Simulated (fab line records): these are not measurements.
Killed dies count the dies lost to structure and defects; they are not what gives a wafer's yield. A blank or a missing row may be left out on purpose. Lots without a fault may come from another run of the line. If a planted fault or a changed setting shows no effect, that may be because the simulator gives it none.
Which tool is to blame? ; flow sky130 ; Sampling: 10 lots, 30 wafers, 5 of 708 route steps

WHAT EACH GAUGE READ, for each wafer
The record holds no reading of a measuring or inspecting step that can be judged against a usual standard deviation.

WHICH TOOL RAN EACH LOT (tool, then ch and the chambers of the sampled wafers, then the start)
lot;SKY_METAL4_SPUTTER_03;SKY_METAL5_SPUTTER_01;SKY_METAL5_DESCUM_14;SKY_METAL5_METAL_ETCH_15;SKY_METAL5_STRIP_16
L463;pvd_sputter-02, day 39 09:22;pvd_sputter-01, day 42 13:29;rie_metal-04 ch 0,1, day 43 11:58;rie_metal-04 ch 0,1, day 43 12:04;plasma_asher-03 ch 0,1, day 43 12:16
L466;pvd_sputter-01, day 41 01:38;pvd_sputter-03, day 44 03:33;rie_metal-03 ch 0,1, day 45 01:25;rie_metal-03 ch 0,1, day 45 01:27;plasma_asher-04 ch 0,1, day 45 01:41
L468;pvd_sputter-02, day 41 04:00;pvd_sputter-01, day 44 05:00;rie_metal-01 ch 1, day 45 02:33;rie_metal-01 ch 1, day 45 02:35;plasma_asher-04 ch 0,1, day 45 02:49
L471;pvd_sputter-04, day 42 07:32;pvd_sputter-03, day 45 06:58;rie_metal-04 ch 0,1, day 46 03:43;rie_metal-04 ch 0,1, day 46 03:44;plasma_asher-03 ch 0, day 46 03:58
L473;pvd_sputter-04, day 42 13:50;pvd_sputter-01, day 45 12:33;rie_metal-04 ch 0,1, day 46 09:41;rie_metal-04 ch 0,1, day 46 09:43;plasma_asher-03 ch 0,1, day 46 09:58
L476;pvd_sputter-01, day 43 14:10;pvd_sputter-01, day 46 12:23;rie_metal-03 ch 0,1, day 47 08:07;rie_metal-03 ch 0,1, day 47 08:08;plasma_asher-04 ch 0, day 47 08:22
L477;pvd_sputter-02, day 43 19:33;pvd_sputter-03, day 46 16:35;rie_metal-03 ch 0,1, day 47 12:17;rie_metal-03 ch 0,1, day 47 12:19;plasma_asher-01 ch 0,1, day 47 12:34
L484;pvd_sputter-01, day 45 15:32;pvd_sputter-01, day 48 06:07;rie_metal-03 ch 0, day 49 00:28;rie_metal-03 ch 0, day 49 00:29;plasma_asher-03 ch 1, day 49 00:43
L486;pvd_sputter-02, day 46 19:23;pvd_sputter-03, day 49 06:19;rie_metal-04 ch 0,1, day 49 23:40;rie_metal-04 ch 0,1, day 49 23:41;plasma_asher-04 ch 1, day 49 23:56
L485;pvd_sputter-02, day 46 23:08;pvd_sputter-04, day 49 09:31;rie_metal-03 ch 0,1, day 50 01:12;rie_metal-03 ch 0,1, day 50 01:18;plasma_asher-01 ch 0,1, day 50 01:29
- SKY_METAL4_SPUTTER_03: material Ti, target thk 5 nm, time 3.3 s.
- SKY_METAL5_SPUTTER_01: material TiN, target thk 20 nm, time 16.7 s.
- SKY_METAL5_DESCUM_14: chemistry O2, time 11 s.
- SKY_METAL5_METAL_ETCH_15: etches the open film in Cl2/BCl3, stops on SiO2, target depth 1260 nm, time 252 s.
- SKY_METAL5_STRIP_16: strips in O2/N2.

AS READ BY THE TOOLS THEMSELVES (means over the sampled wafers that have a number; for cases with no such wafer, the mark the record gives instead)
SKY_METAL4_SPUTTER_03. Usual: cathode_dc_power_W 3000.0 W, standard deviation 0.51; throttle_valve_pct 30.1 %, standard deviation 1.1.
lot;tool;cathode_dc_power_W (W);throttle_valve_pct (%);flag
L463;pvd_sputter-02;3000.5;30.0;
L466;pvd_sputter-01;2999.6;30.9;
L468;pvd_sputter-02;3000.4;29.1;
L471;pvd_sputter-04;3000.3;30.5;
L473;pvd_sputter-04;2999.7;30.2;
L476;pvd_sputter-01;2999.9;30.9;
L477;pvd_sputter-02;3000.8;28.2;
L484;pvd_sputter-01;3000.0;30.8;
L486;pvd_sputter-02;3000.1;30.1;
L485;pvd_sputter-02;2999.9;30.1;

SKY_METAL5_SPUTTER_01. Usual: cathode_dc_power_W 6499.9 W, standard deviation 1.1; throttle_valve_pct 30.2 %, standard deviation 0.89.
lot;tool;cathode_dc_power_W (W);throttle_valve_pct (%);flag
L463;pvd_sputter-01;6500.6;30.9;
L466;pvd_sputter-03;6500.4;29.9;
L468;pvd_sputter-01;6500.7;30.8;
L471;pvd_sputter-03;6499.8;29.3;
L473;pvd_sputter-01;6500.2;30.8;
L476;pvd_sputter-01;6501.7;31.0;
L477;pvd_sputter-03;6500.8;29.7;
L484;pvd_sputter-01;6498.5;31.0;
L486;pvd_sputter-03;6498.7;29.2;
L485;pvd_sputter-04;6499.7;31.0;

SKY_METAL5_DESCUM_14. Usual: drypump_motor_current_A 5.6 A, standard deviation 0.43; oes_product_au 0.996 a.u., standard deviation 0.0072.
lot;tool;drypump_motor_current_A (A);oes_product_au (a.u.);flag
L463;rie_metal-04;5.8;0.994;
L466;rie_metal-03;5.2;0.998;
L468;rie_metal-01;5.1;0.998;
L471;rie_metal-04;5.6;0.994;
L473;rie_metal-04;5.6;0.996;
L476;rie_metal-03;5.2;0.999;
L477;rie_metal-03;5.3;1.004;
L484;rie_metal-03;5.6;1.012;
L486;rie_metal-04;5.6;0.997;
L485;rie_metal-03;5.2;0.996;

SKY_METAL5_METAL_ETCH_15. Usual: drypump_motor_current_A 5.6 A, standard deviation 0.43; oes_product_au 0.894 a.u., standard deviation 0.0052; run_length_s 280.4 s, standard deviation 0.42; throttle_valve_pct 22.264 %, standard deviation 0.0095.
lot;tool;drypump_motor_current_A (A);oes_product_au (a.u.);run_length_s (s);throttle_valve_pct (%);flag
L463;rie_metal-04;5.8;0.897;280.4;22.260;
L466;rie_metal-03;5.2;0.900;280.6;22.265;
L468;rie_metal-01;5.1;0.896;280.2;22.270;
L471;rie_metal-04;5.6;0.892;280.1;22.262;
L473;rie_metal-04;5.6;0.894;280.5;22.265;
L476;rie_metal-03;5.2;0.892;280.5;22.263;
L477;rie_metal-03;5.3;0.902;280.8;22.251;
L484;rie_metal-03;5.6;0.940;270.0;22.268;OFF
L486;rie_metal-04;5.6;0.900;280.3;22.269;
L485;rie_metal-03;5.2;0.910;277.0;22.271;OFF

SKY_METAL5_STRIP_16. Usual: drypump_motor_current_A 5.7 A, standard deviation 0.48; n2_flow_sccm 300.0 sccm, standard deviation 0.85; oes_product_au 0.711 a.u., standard deviation 0.0042; strip_time_to_endpoint_s 13.18 s, standard deviation 0.099.
lot;tool;drypump_motor_current_A (A);n2_flow_sccm (sccm);oes_product_au (a.u.);strip_time_to_endpoint_s (s);flag
L463;plasma_asher-03;6.1;299.5;0.711;13.23;
L466;plasma_asher-04;5.2;299.2;0.711;13.31;
L468;plasma_asher-04;5.5;300.1;0.716;13.22;
L471;plasma_asher-03;5.6;300.4;0.713;13.11;
L473;plasma_asher-03;6.1;300.2;0.708;13.25;
L476;plasma_asher-04;5.8;299.9;0.713;13.12;
L477;plasma_asher-01;6.0;300.3;0.709;13.13;
L484;plasma_asher-03;6.3;300.8;0.713;13.41;
L486;plasma_asher-04;4.9;299.7;0.714;13.16;
L485;plasma_asher-01;5.8;300.4;0.708;13.28;

THE ANSWER, worked out from the rows above alone
Rule: lot off if the mean of its wafers having a number is beyond 3 standard deviations from the usual mean. Also off: a lot with no number at a reading for which 4 or more lots have one. Where the step has rows for the other lots, those lots are counted as sound. Order of review: gauges by route order, followed by the tools' own readings, for which a lot's mean as printed above is used. At the first step where some lot is off, the reading lying furthest off is the one used; lots without a number count as furthest.
Off at SKY_METAL5_METAL_ETCH_15 (run_length_s): L484, L485.
A tool fits if, at that step or a process step before it, it ran every lot that is off, and no sound lot after the first of them. One fits: SKY_METAL5_DESCUM_14 and SKY_METAL5_METAL_ETCH_15 on rie_metal-03. At SKY_METAL5_DESCUM_14 its last sound lot is L477 (day 47 12:17), its first lot that is off L484 (day 49 00:28): a fault that began between those two fits.

WHAT HAD BEEN PUT IN BY THE SIMULATOR
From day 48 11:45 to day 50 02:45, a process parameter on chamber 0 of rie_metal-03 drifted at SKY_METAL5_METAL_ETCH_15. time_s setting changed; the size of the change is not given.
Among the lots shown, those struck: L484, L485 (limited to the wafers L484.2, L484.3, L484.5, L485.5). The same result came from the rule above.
